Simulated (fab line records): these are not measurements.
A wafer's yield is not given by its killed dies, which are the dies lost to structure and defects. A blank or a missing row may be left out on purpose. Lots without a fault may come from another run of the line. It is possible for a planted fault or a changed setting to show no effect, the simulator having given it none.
fab line records ; flow sky130
record: lots: 10; wafers: 30; last-day: 51
route steps=708 shown LDD_LDN@301 LI_CONTACT@376 LOCAL_INTERCONNECT@387 CONTACT@433
lots untouched by any fault: they come from a run of this same line in which no faults occurred
start-h: hours from the record's first day to the start of the lot's first wafer shown ; wait-h: hours elapsed since this lot's preceding step ; " repeats the value in the row above ; L1.1+2: a row that stands for several wafers ; - no value present, or no start provided ; * or withheld: withheld ; < > ~ a bound
route shown NAME@n: NAME is a module with steps in the file, n the number in the route of the first one ; usual: mean/standard deviation of fault-free wafers ; same: alike in all rows ; chamber/n: place in a boat ; sites: each site's reading ; _std_site: standard deviation of those values ; _edge_site: mean of outer sites minus mean of inner sites ; radius-mm: for every site, how far away it sits from the centre of the wafer ; mask NAME#n: copy n ; behind: the tool/chamber that last shaped the wafer ; hold: the reason the lot was held/the length of the hold in hours/how it ended ; device: the transistor (n, p or np) that didn't switch ; end of line: tests run on the same wafers once the route is complete ; a step without rows: its recipe alone ; killed: the dies lost at the first sort to structure and to defects; this is not the yield of the wafer ; map: the dies of a wafer, with x for killed, . for not killed, _ for no die there
set.NAME: the setting the step ran with; set.NAME@STEP: the setting that earlier step ran with ; model.NAME: the simulator's own value behind a step, which no gauge read
one table for each step of the route and one row for each wafer, over a sample of lots
services: the hour from which a tool's chamber was out of use, counted from the record's first day as start-h (under 0 if before that day), plus the number of hours and why
== steps ==
step: SKY_LDD_LDN_STRIP_12
recipe: chemistry: O2/N2; power-w: 1400; pressure-mtorr: 1500; platen-temp-c: withheld; o2-flow-sccm: 3000; n2-flow-sccm: 300; overash-fraction: 0.5
usual: drypump-motor-current-A: 5.2/0.34; o2-flow-sccm: 3002/9.2; oes-product-au: 0.715/0.005; strip-time-to-endpoint-s: 14.19/0.041
lot.wafer;tool;chamber;start-h;wait-h;drypump-motor-current-A;o2-flow-sccm;oes-product-au;rf-hours-counter-h;strip-time-to-endpoint-s
L131.1;plasma-asher-04;0;521.09;0.1;5.2;3003;0.718;9;14.23
L131.2;plasma-asher-04;1;521.09;0.1;4.9;2993;0.727;9;14.22
L131.4;plasma-asher-04;0;521.09;0.1;5.2;2994;0.717;-;14.21
L132.1;plasma-asher-01;0;543.29;0.1;5.7;2993;0.709;73;14.13
L132.4;plasma-asher-01;1;543.29;0.1;4.8;2998;0.718;-;14.16
L132.5;plasma-asher-01;1;543.29;0.1;4.8;3005;0.710;-;14.15
L133.1;plasma-asher-04;0;551.76;0.1;5.2;3012;0.716;13;14.17
L133.2;plasma-asher-04;1;551.76;0.1;4.9;2992;0.716;13;14.17
L133.4;plasma-asher-04;1;551.76;0.1;4.9;3006;0.708;-;14.10
L136.1;plasma-asher-01;0;570.82;0.1;5.7;3024;0.714;76;14.22
L136.3;plasma-asher-01;0;570.82;0.1;5.7;3003;0.717;-;14.19
L136.4;plasma-asher-01;1;570.82;0.1;4.8;3004;0.710;-;14.17
L138.3;plasma-asher-04;1;602.02;0.1;4.9;2994;0.714;-;14.14
L138.4;plasma-asher-04;0;602.02;0.1;5.2;2998;0.713;-;14.15
L138.5;plasma-asher-04;1;602.02;0.1;4.8;3002;0.719;-;14.16
L139.2;plasma-asher-02;0;603.29;0.1;5.1;3008;0.714;48;14.18
L139.3;plasma-asher-02;1;603.29;0.1;5.6;3002;0.710;-;14.15
L139.6;plasma-asher-02;0;603.29;0.1;5.1;2999;0.723;-;14.15
L148.1;plasma-asher-02;1;705.34;0.1;5.6;2983;0.715;59;14.19
L148.4;plasma-asher-02;1;705.34;0.1;5.6;3004;0.717;-;14.20
L148.6;plasma-asher-02;1;705.34;0.1;5.6;2984;0.715;-;14.18
L151.2;plasma-asher-02;0;717.47;0.1;5.1;3022;0.708;60;14.27
L151.4;plasma-asher-02;1;717.47;0.1;5.6;3000;0.711;-;14.26
L151.6;plasma-asher-02;0;717.47;0.1;5.1;3004;0.718;-;14.29
L153.1;plasma-asher-01;1;723.71;0.1;4.8;2985;0.721;91;14.23
L153.2;plasma-asher-01;0;723.71;0.1;5.7;3011;0.708;91;14.17
L153.5;plasma-asher-01;0;723.71;0.1;5.7;2997;0.720;-;14.26
L154.2;plasma-asher-01;1;731.32;0.1;4.8;3000;0.719;92;14.10
L154.4;plasma-asher-01;1;731.32;0.1;4.8;3005;0.710;-;14.12
L154.5;plasma-asher-01;0;731.32;0.1;5.7;3008;0.715;-;14.12
step: SKY_LI_CONTACT_ETCH_14
recipe: chemistry: N2/H2; target: BARC; ion-energy-ev: 200; source-w: 500; bias-w: 100; pressure-mtorr: 30; n2-flow-sccm: 100; h2-flow-sccm: 200; stop-on: SiO2; time-s: 45.9; target-depth-a: 600
usual: drypump-motor-current-A: 5.6/0.46; oes-product-au: 0.853/0.0045; throttle-valve-pct: 13.225/0.0091
lot.wafer;tool;chamber;start-h;wait-h;drypump-motor-current-A;oes-product-au;rf-hours-counter-h;throttle-valve-pct
L131.1;rie-diel-04;1;675.18;0.0;5.2;0.853;7;13.226
L131.2;rie-diel-04;2;675.18;0.0;5.6;0.857;15;13.217
L131.4;rie-diel-04;3;675.18;0.0;6.6;0.856;9;13.236
L132.1;rie-diel-01;2;696.37;0.0;6.1;0.848;26;13.211
L132.4;rie-diel-01;2;696.37;0.0;6.1;0.851;-;13.229
L132.5;rie-diel-01;0;696.37;0.0;5.5;0.856;-;13.231
L133.1;rie-diel-01;2;702.61;0.0;6.1;0.853;27;13.220
L133.2;rie-diel-01;0;702.61;0.0;5.5;0.853;8;13.220
L133.4;rie-diel-01;0;702.61;0.0;5.5;0.843;-;13.220
L136.1;rie-diel-04;0;722.78;0.0;5.4;0.859;2;13.212
L136.3;rie-diel-04;2;722.78;0.0;5.6;0.863;16;13.219
L136.4;rie-diel-04;1;722.78;0.0;5.2;0.856;9;13.233
L138.3;rie-diel-04;3;749.13;0.0;6.6;0.857;10;13.229
L138.4;rie-diel-04;0;749.13;0.0;5.3;0.852;3;13.223
L138.5;rie-diel-04;0;749.13;0.0;5.3;0.845;-;13.212
L139.2;rie-diel-01;0;750.28;0.0;5.5;0.861;10;13.224
L139.3;rie-diel-01;2;750.28;0.0;6.1;0.852;28;13.208
L139.6;rie-diel-01;3;750.28;0.0;5.1;0.852;-;13.209
L148.1;rie-diel-04;3;843.48;0.0;6.6;0.852;13;13.220
L148.4;rie-diel-04;3;843.48;0.0;6.6;0.845;-;13.231
L148.6;rie-diel-04;0;843.48;0.0;5.3;0.853;-;13.233
L151.2;rie-diel-01;1;857.51;0.0;5.0;0.853;3;13.234
L151.4;rie-diel-01;2;857.51;0.0;6.0;0.850;0;13.224
L151.6;rie-diel-01;2;857.51;0.0;6.1;0.860;-;13.222
L153.1;rie-diel-04;2;861.33;0.0;5.6;0.855;20;13.234
L153.2;rie-diel-04;0;861.33;0.0;5.3;0.859;5;13.234
L153.5;rie-diel-04;0;861.33;0.0;5.3;0.855;-;13.221
L154.2;rie-diel-01;0;868.28;0.0;5.5;0.850;13;13.215
L154.4;rie-diel-01;1;868.28;0.0;5.0;0.848;3;13.246
L154.5;rie-diel-01;2;868.28;0.0;6.1;0.849;-;13.235
step: SKY_LOCAL_INTERCONNECT_SPUTTER_00
recipe: material: TiN; target-thk-nm: 100; temp-c: 300; power-w: 6500; time-s: 83.3; chamber-pressure-pa: 0.4
usual: throttle-valve-pct: 30.0/0.91
lot.wafer;tool;chamber;start-h;wait-h;throttle-valve-pct
L131.1;pvd-sputter-04;-;676.56;0.1;29.8
L131.2;pvd-sputter-04;-;676.56;0.1;30.7
L131.4;pvd-sputter-04;-;676.56;0.1;31.1
L132.1;pvd-sputter-02;-;697.60;0.2;28.8
L132.4;pvd-sputter-02;-;697.60;0.2;30.9
L132.5;pvd-sputter-02;-;697.60;0.2;29.0
L133.1;pvd-sputter-02;-;703.85;0.1;30.8
L133.2;pvd-sputter-02;-;703.85;0.1;28.9
L133.4;pvd-sputter-02;-;703.85;0.1;30.8
L136.1;pvd-sputter-04;-;723.94;0.2;30.6
L136.3;pvd-sputter-04;-;723.94;0.2;31.3
L136.4;pvd-sputter-04;-;723.94;0.2;29.2
L138.3;pvd-sputter-04;-;750.29;0.1;30.8
L138.4;pvd-sputter-04;-;750.29;0.1;30.3
L138.5;pvd-sputter-04;-;750.29;0.1;29.5
L139.2;pvd-sputter-04;-;751.62;0.2;29.8
L139.3;pvd-sputter-04;-;751.62;0.2;30.7
L139.6;pvd-sputter-04;-;751.62;0.2;31.0
L148.1;pvd-sputter-02;-;844.78;0.2;31.0
L148.4;pvd-sputter-02;-;844.78;0.2;28.7
L148.6;pvd-sputter-02;-;844.78;0.2;31.1
L151.2;pvd-sputter-04;-;858.67;0.1;29.5
L151.4;pvd-sputter-04;-;858.67;0.1;30.7
L151.6;pvd-sputter-04;-;858.67;0.1;29.6
L153.1;pvd-sputter-04;-;862.50;0.2;31.0
L153.2;pvd-sputter-04;-;862.50;0.2;30.7
L153.5;pvd-sputter-04;-;862.50;0.2;30.8
L154.2;pvd-sputter-04;-;869.44;0.1;30.9
L154.4;pvd-sputter-04;-;869.44;0.1;30.9
L154.5;pvd-sputter-04;-;869.44;0.1;29.5
step: SKY_LOCAL_INTERCONNECT_RS_MEAS_01
recipe: thk-meas-gauge: four-point-probe; reads: TiN_of_LOCAL_INTERCONNECT_SPUTTER_00
usual: LOCAL_INTERCONNECT_TIN_RS: 14.23/0.16
lot.wafer;tool;chamber;start-h;wait-h;LOCAL_INTERCONNECT_TIN_RS[ohm/sq]
L131.1;film-metro-01;-;676.62;0.0;14.12
L131.2;film-metro-01;-;676.62;0.0;14.00
L131.4;film-metro-01;-;676.62;0.0;14.31
L132.1;film-metro-03;-;697.66;0.0;14.21
L132.4;film-metro-03;-;697.66;0.0;14.10
L132.5;film-metro-03;-;697.66;0.0;14.20
L133.1;film-metro-03;-;703.92;0.0;14.02
L133.2;film-metro-03;-;703.92;0.0;14.14
L133.4;film-metro-03;-;703.92;0.0;14.24
L136.1;film-metro-04;-;724.01;0.0;14.39
L136.3;film-metro-04;-;724.01;0.0;14.53
L136.4;film-metro-04;-;724.01;0.0;14.61
L138.3;film-metro-03;-;750.40;0.1;14.22
L138.4;film-metro-03;-;750.40;0.1;14.11
L138.5;film-metro-03;-;750.40;0.1;14.22
L139.2;film-metro-01;-;751.70;0.1;14.48
L139.3;film-metro-01;-;751.70;0.1;14.31
L139.6;film-metro-01;-;751.70;0.1;14.48
L148.1;film-metro-01;-;844.85;0.0;14.04
L148.4;film-metro-01;-;844.85;0.0;12.69
L148.6;film-metro-01;-;844.85;0.0;13.86
L151.2;film-metro-04;-;858.76;0.1;14.16
L151.4;film-metro-04;-;858.76;0.1;14.20
L151.6;film-metro-04;-;858.76;0.1;14.49
L153.1;film-metro-03;-;862.56;0.0;14.10
L153.2;film-metro-03;-;862.56;0.0;14.14
L153.5;film-metro-03;-;862.56;0.0;14.07
L154.2;film-metro-03;-;869.53;0.1;14.29
L154.4;film-metro-03;-;869.53;0.1;14.38
L154.5;film-metro-03;-;869.53;0.1;14.31
step: SKY_LOCAL_INTERCONNECT_THK_MEAS_02
recipe: thk-meas-gauge: xrf; reads: TiN_of_LOCAL_INTERCONNECT_SPUTTER_00
usual: LOCAL_INTERCONNECT_TIN_THK: 98.8/1.1
lot.wafer;tool;chamber;start-h;wait-h;LOCAL_INTERCONNECT_TIN_THK[nm]
L131.1;film-metro-01;-;676.74;0.1;100.0
L131.2;film-metro-01;-;676.74;0.1;100.3
L131.4;film-metro-01;-;676.74;0.1;98.5
L132.1;film-metro-03;-;697.78;0.1;99.2
L132.4;film-metro-03;-;697.78;0.1;99.9
L132.5;film-metro-03;-;697.78;0.1;99.5
L133.1;film-metro-03;-;704.04;0.1;101.1
L133.2;film-metro-03;-;704.04;0.1;99.8
L133.4;film-metro-03;-;704.04;0.1;99.6
L136.1;film-metro-04;-;724.13;0.1;97.8
L136.3;film-metro-04;-;724.13;0.1;97.9
L136.4;film-metro-04;-;724.13;0.1;97.0
L138.3;film-metro-03;-;750.50;0.1;98.5
L138.4;film-metro-03;-;750.50;0.1;99.5
L138.5;film-metro-03;-;750.50;0.1;99.0
L139.2;film-metro-01;-;751.81;0.1;96.6
L139.3;film-metro-01;-;751.81;0.1;97.5
L139.6;film-metro-01;-;751.81;0.1;96.4
L148.1;film-metro-01;-;844.97;0.1;100.0
L148.4;film-metro-01;-;844.97;0.1;110.2
L148.6;film-metro-01;-;844.97;0.1;100.8
L151.2;film-metro-04;-;858.87;0.1;99.4
L151.4;film-metro-04;-;858.87;0.1;99.1
L151.6;film-metro-04;-;858.87;0.1;96.5
L153.1;film-metro-03;-;862.68;0.1;99.5
L153.2;film-metro-03;-;862.68;0.1;99.7
L153.5;film-metro-03;-;862.68;0.1;99.9
L154.2;film-metro-03;-;869.64;0.1;98.2
L154.4;film-metro-03;-;869.64;0.1;97.4
L154.5;film-metro-03;-;869.64;0.1;98.4
step: SKY_LOCAL_INTERCONNECT_METAL_ETCH_14
recipe: target-depth-nm: 110; stop-on: PSG; chemistry: Cl2/BCl3; target: TiN; resist-sidewall-deg: 88; pressure-mtorr: 10; icp-w: 900; bias-w: 48.5; Cl2_flow_sccm: 60; bcl3-flow-sccm: 30; time-s: 31.4
usual: drypump-motor-current-A: 5.5/0.47; oes-product-au: 0.938/0.0077; throttle-valve-pct: 21.903/0.0093
lot.wafer;tool;chamber;start-h;wait-h;drypump-motor-current-A;oes-product-au;rf-hours-counter-h;throttle-valve-pct
L131.1;rie-metal-01;0;705.29;0.0;5.1;0.942;12;21.905
L131.2;rie-metal-01;1;705.29;0.0;6.2;0.944;2;21.889
L131.4;rie-metal-01;0;705.29;0.0;5.1;0.937;-;21.900
L132.1;rie-metal-04;1;725.99;0.0;4.7;0.938;5;21.904
L132.4;rie-metal-04;1;725.99;0.0;4.7;0.940;-;21.912
L132.5;rie-metal-04;0;725.99;0.0;5.8;0.933;-;21.897
L133.1;rie-metal-02;0;732.15;0.0;6.0;0.941;12;21.895
L133.2;rie-metal-02;1;732.15;0.0;5.3;0.943;13;21.895
L133.4;rie-metal-02;1;732.15;0.0;5.3;0.942;-;21.890
L136.1;rie-metal-02;1;751.59;0.0;5.3;0.931;14;21.896
L136.3;rie-metal-02;0;751.59;0.0;6.0;0.925;-;21.898
L136.4;rie-metal-02;1;751.59;0.0;5.3;0.922;-;21.894
L138.3;rie-metal-02;1;778.22;0.0;5.3;0.934;-;21.909
L138.4;rie-metal-02;0;778.22;0.0;6.0;0.943;-;21.880
L138.5;rie-metal-02;1;778.22;0.0;5.3;0.936;-;21.907
L139.2;rie-metal-01;0;779.15;0.0;5.1;0.926;14;21.912
L139.3;rie-metal-01;0;779.15;0.0;5.1;0.935;-;21.904
L139.6;rie-metal-01;1;779.15;0.0;6.1;0.924;-;21.907
L148.1;rie-metal-02;1;871.85;0.1;5.3;0.943;4;21.892
L148.4;rie-metal-02;1;871.85;0.1;5.3;0.998;-;21.867
L148.6;rie-metal-02;1;871.85;0.1;5.3;0.945;-;21.878
L151.2;rie-metal-04;1;885.64;0.0;4.7;0.939;11;21.891
L151.4;rie-metal-04;1;885.64;0.0;4.7;0.939;-;21.900
L151.6;rie-metal-04;0;885.64;0.0;5.8;0.927;-;21.912
L153.1;rie-metal-02;1;889.11;0.1;5.3;0.936;5;21.911
L153.2;rie-metal-02;1;889.11;0.1;5.3;0.939;-;21.891
L153.5;rie-metal-02;1;889.11;0.1;5.3;0.942;-;21.899
L154.2;rie-metal-02;1;895.33;0.1;5.3;0.943;-;21.897
L154.4;rie-metal-02;1;895.33;0.1;5.3;0.923;-;21.911
L154.5;rie-metal-02;1;895.33;0.1;5.3;0.936;-;21.900
step: SKY_CONTACT_CMP_27
recipe: stop-on: SiO2; t-overpolish-s: 15; down-force-psi: 3.5; platen-rpm: 60; target-thk-nm: 0; pad-velocity-m-s: 0.94248
usual: motor-current-A: 11.2/1.6; overpolish-run-s: 15.001/0.0093; time-to-endpoint-s: 82/3.4
lot.wafer;tool;chamber;start-h;wait-h;motor-current-A;overpolish-run-s;time-to-endpoint-s
L131.1;cmp-01;1;735.25;0.1;11.7;15.006;86
L131.4;cmp-01;3;735.25;0.1;8.8;14.989;80
L131.2;cmp-01;0;735.25;0.1;10.8;14.991;79
L132.4;cmp-01;1;756.55;0.0;12.6;15.007;83
L132.1;cmp-01;3;756.55;0.0;8.5;15.002;80
L132.5;cmp-01;1;756.55;0.0;12.2;15.008;86
L133.1;cmp-02;0;762.23;0.1;10.7;14.992;83
L133.2;cmp-02;1;762.23;0.1;12.3;14.997;81
L133.4;cmp-02;2;762.23;0.1;10.4;15.015;80
L136.3;cmp-02;3;781.78;0.0;10.3;15.012;86
L136.1;cmp-02;0;781.78;0.0;9.8;15.004;87
L136.4;cmp-02;1;781.78;0.0;12.8;15.000;83
L138.3;cmp-02;1;806.87;0.0;12.0;14.997;85
L138.4;cmp-02;2;806.87;0.0;10.5;15.003;78
L138.5;cmp-02;1;806.87;0.0;11.7;15.008;84
L139.2;cmp-01;2;807.81;0.0;15.0;14.995;83
L139.3;cmp-01;0;807.81;0.0;10.6;14.999;82
L139.6;cmp-01;3;807.81;0.0;9.0;15.006;83
L148.1;cmp-02;1;900.48;0.1;12.1;14.978;87
L148.4;cmp-02;3;900.48;0.1;10.3;15.019;86
L148.6;cmp-02;2;900.48;0.1;10.3;15.002;84
L151.2;cmp-02;1;914.18;0.6;13.1;15.015;85
L151.4;cmp-02;2;914.18;0.6;9.6;15.019;81
L151.6;cmp-02;0;914.18;0.6;10.1;15.003;86
L153.2;cmp-02;3;917.00;0.2;10.9;14.993;82
L153.1;cmp-02;2;917.00;0.2;11.0;14.999;82
L153.5;cmp-02;0;917.00;0.2;10.1;14.998;82
L154.4;cmp-01;3;923.86;0.0;8.7;14.996;76
L154.2;cmp-01;1;923.86;0.0;12.0;14.984;83
L154.5;cmp-01;3;923.86;0.0;8.4;15.012;76
== services ==
tool;chamber;start-h;hours;kind
cmp-02;-;524.81;0.4;repair
rie-diel-01;2;526.94;2.4;repair
rie-diel-04;1;529.66;2.7;repair
rie-diel-01;-;551.27;2.8;pm
cmp-02;-;578.00;2.1;repair
rie-metal-02;1;584.32;5.0;repair
cmp-02;-;639.32;33.1;repair
cmp-02;-;648.89;0.8;repair
rie-metal-02;-;657.89;1.6;repair
pvd-sputter-04;-;661.02;3.3;repair
cmp-02;-;661.62;0.7;repair
rie-metal-02;1;666.97;21.6;repair
cmp-02;-;672.40;4.4;pm
cmp-02;-;680.82;4.7;repair
pvd-sputter-04;-;693.51;1.8;repair
cmp-02;-;707.66;8.3;pm
rie-metal-02;0;718.64;4.6;repair
cmp-02;-;744.04;4.0;pm
cmp-02;-;751.67;0.9;repair
rie-metal-02;0;802.16;16.8;repair
cmp-02;-;814.63;1.1;repair
rie-metal-02;-;822.78;1.4;pm
cmp-02;-;838.21;3.4;repair
rie-metal-02;0;855.72;25.8;repair
== key ==
first-sign: step: SKY_LOCAL_INTERCONNECT_RS_MEAS_01; reading: LOCAL_INTERCONNECT_TIN_RS; direction: down; sigmas: 9.4; usual: 14.23; struck: 12.69
effect: step: SKY_LOCAL_INTERCONNECT_THK_MEAS_02; reading: LOCAL_INTERCONNECT_TIN_THK; direction: up; sigmas: 10; usual: 98.8; struck: 110.2
effect: step: SKY_LOCAL_INTERCONNECT_METAL_ETCH_14; reading: oes-product-au; direction: up; sigmas: 7.8; usual: 0.938; struck: 0.998
met-at SKY_LOCAL_INTERCONNECT_SPUTTER_00
struck-lots L148
struck-wafers L148.4
tester-left-out L148
not-acting-at SKY_LDD_LDN_STRIP_12,SKY_LI_CONTACT_ETCH_14,SKY_CONTACT_CMP_27
onset-between 703.85 844.78
fault: kind: process-parameter-drift; tool: pvd-sputter-02; chamber: -; onset-h: 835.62; steps: SKY_LOCAL_INTERCONNECT_SPUTTER_00; channel: target-thk-nm; offset: 9.7757; shape: step; end-h: 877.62; scope: struck-wafers-only; acts-in: these-recipes-only; stated: 100
tester-left-out: of these lots the tester's yield and bins aren't shown, on N5 and GAA mostly nor the transistor test; their killed dies are dies lost to structure and defects alone, not to doping, threshold or leakage, so they don't give the yield
